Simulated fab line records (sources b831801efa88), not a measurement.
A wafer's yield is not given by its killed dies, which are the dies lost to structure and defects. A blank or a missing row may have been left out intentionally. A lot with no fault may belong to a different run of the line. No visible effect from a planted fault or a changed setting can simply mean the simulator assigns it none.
Chamber matching -- flow gf180mcu -- pecvd-03 running GF_V3_CVD_02: 3 sister chambers
The step deposits SiO2 from TEOS, target thk 850 nm, time 94.851 s. 6 wafers are shown with their chamber, then 11 later ones without.

## WAFERS WITH THEIR CHAMBER
wafer,chamber,heater-power-w (W)
L084.5,1,459
L084.6,2,689
L085.1,2,813
L085.2,1,597
L085.3,0,670
L085.4,0,696

## WAFERS WHOSE CHAMBER IS MISSING
wafer,heater-power-w (W)
L085.5,827
L085.6,481
L091.2,671
L091.3,738
L091.4,567
L092.2,517
L092.5,706
L092.6,547
L094.2,849
L094.3,499
L094.4,559

## THE CHAMBER EACH PASSED THROUGH
wafer,from the rows above,in truth
L085.5,can't be placed: 2 or 0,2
L085.6,1,1
L091.2,can't be placed: 0 or 2 or 1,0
L091.3,can't be placed: 2 or 0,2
L091.4,can't be placed: 1 or 0 or 2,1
L092.2,1,1
L092.5,can't be placed: 0 or 2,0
L092.6,can't be placed: 1 or 0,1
L094.2,can't be placed: 2 or 0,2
L094.3,1,1
L094.4,can't be placed: 1 or 0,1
Correctly placed: 3 of 11. Can't be placed from these rows: 8 (the true chamber is among the candidates in 8). 0 placed wrongly.
How it was worked out, from the rows above alone: a wafer's distance from a chamber is the root of the sum, over the readings, of the square of ((its reading less the chamber's mean) divided by the reading's scatter). The wafer belongs to the nearest chamber; if the next one is less than 2 further off, it can't be placed. Each chamber's mean is taken over the wafers shown for it. How the scatter is found: for the shown wafers, subtract from each reading the mean of its chamber, square and add these, divide the total by (wafers less chambers), then take the root.
